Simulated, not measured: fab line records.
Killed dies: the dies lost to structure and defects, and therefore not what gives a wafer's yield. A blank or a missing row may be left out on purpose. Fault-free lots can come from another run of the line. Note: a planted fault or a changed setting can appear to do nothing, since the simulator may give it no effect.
Which tool did it?    flow gf180mcu    7 lots, 21 wafers sampled, at 1 step of a route of 602

## WHAT THE GAUGES READ, wafer by wafer
GF_HV_LDD_OVL_MEAS_32.
lot   measured      on          HV_LDD_02_OVL (nm)
L878  day 12 06:22  overlay-02  0.2 1.0 0.5
L882  day 13 16:40  overlay-01  2.7 3.3 0.8
L886  day 14 22:39  overlay-01  -1.6 -0.1 -1.4
L890  day 16 02:37  overlay-01  2.0 0.5 0.9
L894  day 17 11:50  overlay-02  2.4 0.7 1.2
L897  day 18 07:34  overlay-01  1.1 -0.2 0.4
L899  day 18 22:32  overlay-02  1.9 -0.9 0.3

## WHICH TOOL RAN EACH LOT (tool, then ch and the chambers of the sampled wafers, then the start)
No process step before these readings appears in the record.

## THE ANSWER, worked out from the rows above alone
Rule: the lots themselves supply what counts as usual. The widest of any qualifying gaps counts: lots, ordered by their means at a reading, are off when they make up no more than a third of the lots, leave a main group of 4 or more, and stand apart from it by 3 or more times the standard deviation of that group's means. A main group is skipped when, at the precision printed for the reading in the tables above, its means are all equal. A lot without any number at a reading at which 4 lots or more have one is off too. Any other lot the step has rows for is counted as sound.
None of the lots is off at any reading shown; this tells nothing.

## WHAT WAS PUT IN BY THE SIMULATOR
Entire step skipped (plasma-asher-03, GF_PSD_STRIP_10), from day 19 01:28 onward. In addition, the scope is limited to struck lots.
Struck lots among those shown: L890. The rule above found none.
